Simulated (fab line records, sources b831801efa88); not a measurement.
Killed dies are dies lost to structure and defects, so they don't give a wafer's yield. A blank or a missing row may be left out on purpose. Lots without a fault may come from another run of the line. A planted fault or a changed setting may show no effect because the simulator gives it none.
fab line records | flow gf180mcu
record lots=6 wafers=16 last_day=33
route steps=602 shown V5@564 TOP_METAL@567
lots that met no fault: from a run of the same line without faults
start_h: hours from the record's first day to the start of the lot's first wafer shown | wait_h: hours since the lot's step before | " the same as in the row above | L1.1+2: a row that stands for several wafers | - no value, or no start given | * or withheld: withheld | < > ~ a bound
route shown NAME@n: a module of which the file shows steps, and the number in the route of the first | usual: mean/standard deviation of fault-free wafers | same: alike in all rows | chamber/n: place in a boat | sites: the reading at each site | _std_site: their standard deviation | _edge_site: outer sites' mean less inner sites' | radius_mm: how far each site lies from the wafer's centre | mask NAME#n: copy n | behind: the tool/chamber that last shaped the wafer | hold: why the lot was held/for how many hours/how that ended | device: the transistor (n, p or np) that didn't switch | end of line: the same wafers' tests at the end of the route | a step without rows: its recipe alone | killed: dies lost to structure and defects at the first sort, not the wafer's yield | map: a wafer's dies, x killed, . not, _ none there
set.NAME: the setting as run; set.NAME@STEP: as run at that earlier step | model.NAME: the simulator's own value behind a step, which no gauge read
lots at some steps of the route; a table a step, a row a wafer
services: from which hour (start_h, from the record's first day; less than 0 if before it) a tool's chamber was out of use, for how many hours, and why
## steps
# step GF_V5_RS_MEAS_24
# recipe thk_meas_gauge=four-point-probe reads=W_of_V5_CVD_23+TiN_of_V5_SPUTTER_22+Ti_of_V5_SPUTTER_21
# usual V5_W_RS=0.3285/0.0028
# columns lot.wafer tool chamber start_h wait_h V5_W_RS[ohm/sq]
L851.2 film_metro-01 - 649.22 0.1 0.3297
L851.4 " - " " 0.3262
L851.6 " - " " 0.3257
L858.3 film_metro-01 - 700.61 0.1 0.3257
L858.4 " - " " 0.3273
L860.5 film_metro-03 - 721.18 0.1 0.3283
L860.6 " - " " 0.3229
L865.3 film_metro-01 - 750.68 0.1 0.3271
L865.4 " - " " 0.3276
L865.6 " - " " 0.3286
L866.3 film_metro-01 - 754.44 0.1 0.3259
L866.5 " - " " 0.3291
L866.6 " - " " 0.3288
L869.1 film_metro-03 - 768.24 0.1 0.3300
L869.2 " - " " 0.3298
L869.6 " - " " 0.3277
# step GF_V5_THK_MEAS_25
# recipe thk_meas_gauge=xrf reads=W_of_V5_CVD_23
# usual V5_W_THK=337.5/2.7
# columns lot.wafer tool chamber start_h wait_h V5_W_THK[nm]
L851.2 film_metro-01 - 649.33 0.1 333.7
L851.4 " - " " 337.6
L851.6 " - " " 340.1
L858.3 film_metro-01 - 700.71 0.1 338.3
L858.4 " - " " 336.3
L860.5 film_metro-03 - 721.26 0.1 335.5
L860.6 " - " " 341.1
L865.3 film_metro-01 - 750.78 0.1 340.2
L865.4 " - " " 340.3
L865.6 " - " " 338.8
L866.3 film_metro-01 - 754.54 0.1 340.6
L866.5 " - " " 338.6
L866.6 " - " " 337.0
L869.1 film_metro-03 - 768.36 0.1 336.0
L869.2 " - " " 335.8
L869.6 " - " " 337.1
# step GF_V5_CMP_26
# recipe stop_on=SiO2 down_force_psi=3.5 platen_rpm=60 t_overpolish_s=15 target_thk_nm=0 pad_velocity_m_s=0.94248
# usual motor_current_A=11.1/1.2 overpolish_run_s=15.000/0.0089 platen_rpm=60.01/0.044 time_to_endpoint_s=84/3.7
# columns lot.wafer tool chamber start_h wait_h motor_current_A overpolish_run_s platen_rpm time_to_endpoint_s
L851.4 cmp-01 0 649.38 0.0 10.3 15.007 60.01 85
L851.2 " 3 " " 11.2 14.998 59.98 81
L851.6 " 0 " " 10.2 14.993 59.96 85
L858.3 cmp-01 0 700.85 0.1 10.1 15.019 59.97 81
L858.4 " 1 " " 12.5 14.995 59.97 86
L860.6 cmp-01 1 721.48 0.2 12.8 14.986 59.98 87
L860.5 " 2 " " 9.2 15.006 60.05 86
L865.3 cmp-01 3 750.92 0.1 11.7 14.999 59.97 85
L865.4 " 0 " " 10.5 15.013 60.07 82
L865.6 " 2 " " 9.4 15.006 59.96 85
L866.3 cmp-01 2 754.58 0.0 9.4 14.997 59.95 81
L866.6 " 2 " " 9.4 14.994 60.02 81
L866.5 " 3 " " 11.7 15.025 59.99 82
L869.1 cmp-01 0 768.42 0.1 10.1 14.990 60.01 78
L869.2 " 3 " " 11.0 15.023 60.08 80
L869.6 " 0 " " 10.8 15.000 60.03 82
# step GF_TOP_METAL_SPUTTER_00
# recipe material=Ti target_thk_nm=37.5 arriving_ion_energy_ev=80 substrate_temp_c=200 chamber_pressure_pa=2 power_w=4000 time_s=150
# usual throttle_valve_pct=30.2/0.94
# columns lot.wafer tool chamber start_h wait_h throttle_valve_pct
L851.2 pvd_sputter-04 - 649.68 0.1 32.0
L851.4 " - " " 30.4
L851.6 " - " " 30.2
L858.3 pvd_sputter-03 - 701.05 0.1 30.1
L858.4 " - " " 31.1
L860.5 pvd_sputter-04 - 721.63 0.1 31.9
L860.6 " - " " 30.3
L865.3 pvd_sputter-03 - 751.12 0.1 30.1
L865.4 " - " " 31.2
L865.6 " - " " 30.2
L866.3 pvd_sputter-01 - 754.88 0.2 30.8
L866.5 " - " " 30.1
L866.6 " - " " 30.8
L869.1 pvd_sputter-03 - 768.72 0.2 29.9
L869.2 " - " " 29.9
L869.6 " - " " 30.2
# step GF_TOP_METAL_SPUTTER_01
# recipe material=TiN target_thk_nm=30 power_w=6500 time_s=25 chamber_pressure_pa=0.4
# usual throttle_valve_pct=30.2/0.95
# columns lot.wafer tool chamber start_h wait_h throttle_valve_pct
L851.2 pvd_sputter-04 - 649.78 0.1 31.8
L851.4 " - " " 30.6
L851.6 " - " " 30.1
L858.3 pvd_sputter-03 - 701.15 0.1 29.8
L858.4 " - " " 31.0
L860.5 pvd_sputter-04 - 721.70 0.0 31.9
L860.6 " - " " 30.3
L865.3 pvd_sputter-03 - 751.22 0.1 30.2
L865.4 " - " " 31.0
L865.6 " - " " 30.1
L866.3 pvd_sputter-01 - 754.98 0.1 30.6
L866.5 " - " " 30.3
L866.6 " - " " 31.0
L869.1 pvd_sputter-03 - 768.82 0.1 29.9
L869.2 " - " " 29.6
L869.6 " - " " 30.3
# step GF_TOP_METAL_SPUTTER_02
# recipe material=AlCu target_thk_nm=900 power_w=10600 chamber_pressure_pa=0.3 substrate_temp_c=250 gas=Ar time_s=47.82
# usual throttle_valve_pct=30.2/0.95
# columns lot.wafer tool chamber start_h wait_h throttle_valve_pct
L851.2 pvd_sputter-04 - 649.81 0.0 31.9
L851.4 " - " " 30.3
L851.6 " - " " 30.0
L858.3 pvd_sputter-03 - 701.18 0.0 29.9
L858.4 " - " " 31.0
L860.5 pvd_sputter-04 - 721.74 0.0 31.7
L860.6 " - " " 30.6
L865.3 pvd_sputter-03 - 751.25 0.0 30.3
L865.4 " - " " 31.0
L865.6 " - " " 30.3
L866.3 pvd_sputter-01 - 755.01 0.0 30.7
L866.5 " - " " 30.3
L866.6 " - " " 30.7
L869.1 pvd_sputter-03 - 768.85 0.0 30.0
L869.2 " - " " 29.9
L869.6 " - " " 30.4
# step GF_TOP_METAL_SPUTTER_03
# recipe material=Ti target_thk_nm=5 substrate_temp_c=300 chamber_pressure_pa=0.3 power_w=3000 time_s=3.3
# step GF_TOP_METAL_SPUTTER_04
# recipe material=TiN target_thk_nm=25 power_w=6500 time_s=20.8 chamber_pressure_pa=0.4
# usual throttle_valve_pct=30.2/0.95
# columns lot.wafer tool chamber start_h wait_h throttle_valve_pct
L851.2 pvd_sputter-04 - 649.87 0.0 31.5
L851.4 " - " " 30.4
L851.6 " - " " 29.8
L858.3 pvd_sputter-03 - 701.24 0.0 30.0
L858.4 " - " " 30.6
L860.5 pvd_sputter-04 - 721.79 0.0 31.8
L860.6 " - " " 30.6
L865.3 pvd_sputter-03 - 751.32 0.0 30.3
L865.4 " - " " 30.9
L865.6 " - " " 30.3
L866.3 pvd_sputter-01 - 755.08 0.0 30.6
L866.5 " - " " 30.2
L866.6 " - " " 30.8
L869.1 pvd_sputter-03 - 768.91 0.0 29.9
L869.2 " - " " 29.9
L869.6 " - " " 30.1
# step GF_TOP_METAL_RS_MEAS_05
# recipe thk_meas_gauge=four-point-probe reads=TiN_of_TOP_METAL_SPUTTER_04+Ti_of_TOP_METAL_SPUTTER_03+AlCu_of_TOP_METAL_SPUTTER_02+TiN_of_TOP_METAL_SPUTTER_01+Ti_of_TOP_METAL_SPUTTER_00
# usual TOP_METAL_ALCU_RS=0.0327/0.00048
# columns lot.wafer tool chamber start_h wait_h TOP_METAL_ALCU_RS[ohm/sq]
L851.2 film_metro-04 - 649.92 0.0 0.0325
L851.4 " - " " 0.0329
L851.6 " - " " 0.0329
L858.3 film_metro-01 - 701.31 0.1 0.0324
L858.4 " - " " 0.0334
L860.5 film_metro-04 - 721.89 0.1 0.0325
L860.6 " - " " 0.0327
L865.3 film_metro-03 - 751.38 0.1 0.0327
L865.4 " - " " 0.0333
L865.6 " - " " 0.0325
L866.3 film_metro-04 - 755.14 0.1 0.0329
L866.5 " - " " 0.0325
L866.6 " - " " 0.0327
L869.1 film_metro-01 - 768.94 0.0 0.0328
L869.2 " - " " 0.0325
L869.6 " - " " 0.0324
# step GF_TOP_METAL_THK_MEAS_06
# recipe thk_meas_gauge=xrf reads=AlCu_of_TOP_METAL_SPUTTER_02
# usual TOP_METAL_ALCU_THK=907/14
# columns lot.wafer tool chamber start_h wait_h TOP_METAL_ALCU_THK[nm]
L851.2 film_metro-04 - 650.03 0.1 912
L851.4 " - " " 898
L851.6 " - " " 900
L858.3 film_metro-01 - 701.41 0.1 925
L858.4 " - " " 896
L860.5 film_metro-04 - 721.97 0.1 912
L860.6 " - " " 904
L865.3 film_metro-03 - 751.48 0.1 914
L865.4 " - " " 892
L865.6 " - " " 914
L866.3 film_metro-04 - 755.24 0.1 907
L866.5 " - " " 907
L866.6 " - " " 907
L869.1 film_metro-01 - 769.06 0.1 906
L869.2 " - " " 911
L869.6 " - " " 917
# step GF_TOP_METAL_DEHYDRATE_07
# recipe temp_c=200 time_s=60
# step GF_TOP_METAL_HMDS_08
# recipe prime_time_s=60 prime_temp_c=120
# step GF_TOP_METAL_COAT_09
# recipe resist=NOVOLAK spin_rpm=3000 resist_thk_nm=1500
# usual chill_plate_temp_C=23.01/0.11 dispense_pressure_kPa=50/4.5
# columns lot.wafer tool chamber start_h wait_h chill_plate_temp_C dispense_pressure_kPa model.NOVOLAK_of_TOP_METAL_COAT_09.thk_nm
L851.2 litho_track-02 0 659.72 0.1 23.05 49 1506
L851.4 " 0 " " 23.06 49 1510
L851.6 " 0 " " 23.07 49 1507
L858.3 litho_track-02 0 710.30 0.1 22.79 49 1509
L858.4 " 0 " " 22.85 49 1588
L860.5 litho_track-02 0 729.80 0.1 23.00 49 1500
L860.6 " 0 " " 23.10 49 1582
L865.3 litho_track-01 0 759.45 0.1 23.20 43 1498
L865.4 " 0 " " 23.22 43 1503
L865.6 " 0 " " 23.05 43 1500
L866.3 litho_track-04 0 762.68 0.1 23.15 55 1496
L866.5 " 0 " " 22.94 55 1500
L866.6 " 0 " " 22.87 55 1501
L869.1 litho_track-01 0 776.75 0.1 22.85 43 1499
L869.2 " 0 " " 23.08 43 1505
L869.6 " 0 " " 22.89 43 1502
# step GF_TOP_METAL_SOFTBAKE_10
# recipe temp_c=90 time_s=60 resist=NOVOLAK
# step GF_TOP_METAL_EXPOSE_11
# recipe mask_id=MetalTop target_cd_nm=440 na=0.6 source_shape=conventional sigma_outer=0.6 dose_mj=170
# step GF_TOP_METAL_PEB_12
# recipe temp_c=withheld time_s=* resist=NOVOLAK
# step GF_TOP_METAL_DEVELOP_13
# recipe develop_time_s=60 dev_temp_c=23
# step GF_TOP_METAL_CD_MEAS_14
# recipe target_cd_nm=440
# usual cd_nm=438.6/2.5
# columns lot.wafer tool chamber start_h wait_h hold cd_nm
L851.2 cd_sem-01 - 669.01 0.1 - 440.3
L851.4 " - " " - 440.2
L851.6 " - " " - 440.6
L858.3 cd_sem-01 - 719.32 0.1 await_dispo/0.2h/release 445.1
L858.4 " - " " await_dispo/0.2h/release 450.2
L858.3 cd_sem-01 - 719.61 0.3 - 445.0
L858.4 " - " " - 450.4
L860.5 cd_sem-02 - 738.66 0.1 - 435.8
L860.6 " - " " - 446.5
L865.3 cd_sem-02 - 767.52 0.1 - 437.5
L865.4 " - " " - 437.7
L865.6 " - " " - 438.8
L866.3 cd_sem-02 - 770.72 0.1 - 438.9
L866.5 " - " " - 439.3
L866.6 " - " " - 438.9
L869.1 cd_sem-02 - 784.10 0.1 - 437.9
L869.2 " - " " - 435.8
L869.6 " - " " - 437.2
# step GF_TOP_METAL_OVL_MEAS_15
# usual TOP_METAL_OVL=-0.6/1.3
# columns lot.wafer tool chamber start_h wait_h hold TOP_METAL_OVL[nm]
L851.2 overlay-01 - 669.11 0.1 - 1.5
L851.4 " - " " - 0.0
L851.6 " - " " - 1.8
L858.3 overlay-02 - 723.67 4.0 await_dispo/3.9h/release -1.3
L858.4 " - " " await_dispo/3.9h/release -0.5
L860.5 overlay-01 - 738.73 0.0 - -2.1
L860.6 " - " " - 0.0
L865.3 overlay-01 - 767.62 0.1 - 0.7
L865.4 " - " " - -1.5
L865.6 " - " " - -0.2
L866.3 overlay-02 - 770.82 0.1 - 1.8
L866.5 " - " " - -0.5
L866.6 " - " " - -0.4
L869.1 overlay-01 - 784.22 0.1 - -1.5
L869.2 " - " " - -0.4
L869.6 " - " " - -2.3
# step GF_TOP_METAL_METAL_ETCH_16
# recipe chemistry=Cl2/BCl3 mask_material=NOVOLAK target_depth_nm=1197 stop_on=SiO2 pressure_mtorr=8 icp_w=800 bias_w=140 Cl2_flow_sccm=80 bcl3_flow_sccm=40 time_s=199.5
# usual chamber_pressure_mTorr=7.999/0.0073 drypump_motor_current_A=5.58/0.22 oes_product_au=0.985/0.0073 throttle_valve_pct=28.237/0.011
# columns lot.wafer tool chamber start_h wait_h chamber_pressure_mTorr drypump_motor_current_A oes_product_au rf_hours_counter_h throttle_valve_pct model.NOVOLAK_of_TOP_METAL_COAT_09.thk_nm
L851.2 rie_metal-01 0 669.14 0.0 8.006 5.78 0.995 15 28.227 1014
L851.4 " 1 " " 7.996 5.16 0.985 - 28.244 1035
L851.6 " 0 " " 7.999 5.76 1.001 - 28.213 1016
L858.3 rie_metal-01 1 723.75 0.1 7.992 5.15 0.982 - 28.233 1034
L858.4 " 0 " " 7.996 5.77 1.000 - 28.206 1093
L860.5 rie_metal-02 1 738.91 0.2 8.008 5.80 0.982 - 28.227 1029
L860.6 " 0 " " 7.997 5.47 0.977 - 28.254 1121
L865.3 rie_metal-01 1 767.70 0.1 8.005 5.15 0.979 - 28.246 1031
L865.4 " 0 " " 7.996 5.77 0.995 - 28.255 1028
L865.6 " 0 " " 7.993 5.77 0.989 - 28.224 1027
L866.3 rie_metal-01 0 770.90 0.1 8.003 5.73 0.990 - 28.232 1016
L866.5 " 1 " " 7.993 5.15 0.991 - 28.235 1029
L866.6 " 0 " " 7.994 5.73 0.985 - 28.217 1025
L869.1 rie_metal-04 0 784.25 0.0 7.994 5.55 0.996 13 28.233 1018
L869.2 " 0 " " 8.021 5.56 0.993 - 28.222 1025
L869.6 " 0 " " 7.988 5.53 0.990 - 28.237 1023
# step GF_TOP_METAL_STRIP_17
# recipe chemistry=O2/N2 power_w=1400 pressure_mtorr=1500 platen_temp_c=250 o2_flow_sccm=3000 n2_flow_sccm=300 overash_fraction=0.5
# usual chamber_pressure_mTorr=1500.0/1.3 drypump_motor_current_A=5.7/0.45 heater_power_w=320/21 oes_product_au=0.711/0.0046 platen_temp_c=250.00/0.21 strip_time_to_endpoint_s=13.02/0.084
# columns lot.wafer tool chamber start_h wait_h chamber_pressure_mTorr drypump_motor_current_A heater_power_w oes_product_au platen_temp_c rf_hours_counter_h strip_time_to_endpoint_s
L851.2 plasma_asher-02 1 669.33 0.1 1497.2 5.6 340 0.709 250.02 87 12.82
L851.4 " 1 " " 1499.0 5.6 328 0.709 249.87 - 13.08
L851.6 " 0 " " 1499.4 5.6 341 0.706 249.79 - 12.85
L858.3 plasma_asher-02 0 723.91 0.1 1499.3 5.6 337 0.705 250.02 - 13.05
L858.4 " 1 " " 1499.8 5.6 342 0.714 250.19 - 13.72
L860.5 plasma_asher-04 0 739.06 0.1 1500.0 6.3 335 0.699 249.99 - 13.00
L860.6 " 1 " " 1499.9 4.9 302 0.712 249.61 - 14.07
L865.3 plasma_asher-04 0 767.86 0.1 1499.7 6.3 329 0.711 250.24 - 13.03
L865.4 " 1 " " 1501.4 4.9 304 0.713 249.94 - 12.98
L865.6 " 1 " " 1501.6 4.9 302 0.708 250.02 - 12.99
L866.3 plasma_asher-01 1 771.06 0.1 1499.7 5.8 328 0.713 249.70 - 12.85
L866.5 " 1 " " 1500.0 5.9 317 0.717 249.65 - 13.00
L866.6 " 0 " " 1500.5 5.9 296 0.712 250.05 - 12.95
L869.1 plasma_asher-02 1 784.64 0.3 1500.9 5.6 334 0.708 250.26 99 12.86
L869.2 " 0 " " 1498.8 5.6 338 0.705 249.68 99 12.96
L869.6 " 1 " " 1500.7 5.6 341 0.713 250.43 - 12.93
# step GF_TOP_METAL_STRIP_18
# recipe chemistry=post_etch_residue_remover time_s=1200 temp_c=72.5
## services
# columns tool chamber start_h hours kind
cmp-01 - 640.96 4.9 pm
rie_metal-04 - 658.35 2.8 pm
pvd_sputter-03 - 665.04 21.5 repair
pvd_sputter-04 - 677.16 4.4 repair
plasma_asher-04 - 688.10 0.8 repair
pvd_sputter-04 - 689.18 13.8 repair
cmp-01 - 693.91 2.3 repair
pvd_sputter-01 - 695.21 1.7 repair
pvd_sputter-04 0 704.06 - consumable_replace:kit
pvd_sputter-04 0 704.06 18.0 scheduled_down
rie_metal-01 - 704.70 1.6 repair
plasma_asher-04 - 706.87 8.4 repair
rie_metal-04 - 709.24 0.4 repair
pvd_sputter-01 - 719.26 2.5 repair
plasma_asher-01 - 733.75 9.0 pm
cmp-01 - 744.18 4.0 pm
pvd_sputter-04 - 747.51 9.0 repair
cmp-01 - 761.71 2.3 repair
rie_metal-04 1 766.95 19.3 repair
pvd_sputter-03 1 770.90 - consumable_replace:kit
pvd_sputter-03 1 770.90 18.0 scheduled_down
pvd_sputter-03 1 770.90 18.0 vent_cycle
cmp-01 - 779.28 1.2 repair
pvd_sputter-01 - 779.62 2.5 repair
## key
first_sign step=GF_TOP_METAL_CD_MEAS_14 reading=visit direction=added
effect step=GF_TOP_METAL_CD_MEAS_14 reading=cd_nm direction=up sigmas=3.9 usual=438.6 struck=448.4
effect step=GF_TOP_METAL_STRIP_17 reading=strip_time_to_endpoint_s direction=up sigmas=10 usual=* struck=*
model_effect step=GF_TOP_METAL_COAT_09 value=NOVOLAK_of_TOP_METAL_COAT_09.thk_nm without=1500 struck=1585
model_effect step=GF_TOP_METAL_METAL_ETCH_16 value=NOVOLAK_of_TOP_METAL_COAT_09.thk_nm without=1023 struck=1107
met_at GF_TOP_METAL_COAT_09
struck_wafers L858.4,L860.6
onset_between 659.72 710.30
fault kind=process_parameter_drift tool=litho_track-02 chamber=- onset_h=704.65 steps=GF_TOP_METAL_COAT_09 channel=resist_thk_nm offset=* shape=step end_h=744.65 scope=struck_wafers_only acts_in=* stated=*
